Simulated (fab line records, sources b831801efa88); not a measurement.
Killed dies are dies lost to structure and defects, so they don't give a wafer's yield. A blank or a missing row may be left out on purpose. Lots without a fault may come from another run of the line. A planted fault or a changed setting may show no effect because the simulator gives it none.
Which tool did it? | flow sky130 | 11 lots, 33 wafers sampled, at 1 step of a route of 708

WHAT THE GAUGES READ, wafer by wafer
SKY_METAL1_THK_MEAS_06: measures by xrf.
lot  | measured     | on            | METAL1_ALCU_THK (nm)
L414 | day 31 10:19 | film_metro-03 | 257.9 256.7 257.2
L415 | day 32 00:51 | film_metro-02 | 257.4 256.7 254.5
L416 | day 33 16:37 | film_metro-03 | 259.6 257.2 257.8
L418 | day 34 04:16 | film_metro-04 | 255.8 258.1 258.6
L417 | day 34 07:56 | film_metro-03 | 258.7 261.5 258.9
L419 | day 34 10:32 | film_metro-04 | 257.3 255.9 255.3
L422 | day 35 04:14 | film_metro-02 | 251.7 254.5 253.3
L424 | day 35 21:17 | film_metro-03 | 257.2 254.4 257.0
L427 | day 36 09:24 | film_metro-02 | 252.9 254.8 252.8
L428 | day 36 13:53 | film_metro-04 | 256.8 258.3 257.7
L435 | day 38 13:52 | film_metro-03 | 257.5 256.0 259.2

WHICH TOOL RAN EACH LOT (tool, then ch and the chambers of the sampled wafers, then the start)
The record holds no process step before these readings.

THE ANSWER, worked out from the rows above alone
Rule: what is usual is taken from the lots themselves. Put in order of their means at a reading, lots are off if they are a third of the lots or fewer, leave a main group of 4 or more, and stand apart from it by a gap of 3 or more times the standard deviation of the main group's means; of several such gaps the widest counts. A main group whose means are all the same, to the digits that the tables above print for the reading, isn't used. A lot without any number at a reading at which 4 lots or more have one is off too. The other lots that the step has rows for count as sound.
No lot is off at any reading shown: from this, nothing can be told.

WHAT THE SIMULATOR HAD PUT IN
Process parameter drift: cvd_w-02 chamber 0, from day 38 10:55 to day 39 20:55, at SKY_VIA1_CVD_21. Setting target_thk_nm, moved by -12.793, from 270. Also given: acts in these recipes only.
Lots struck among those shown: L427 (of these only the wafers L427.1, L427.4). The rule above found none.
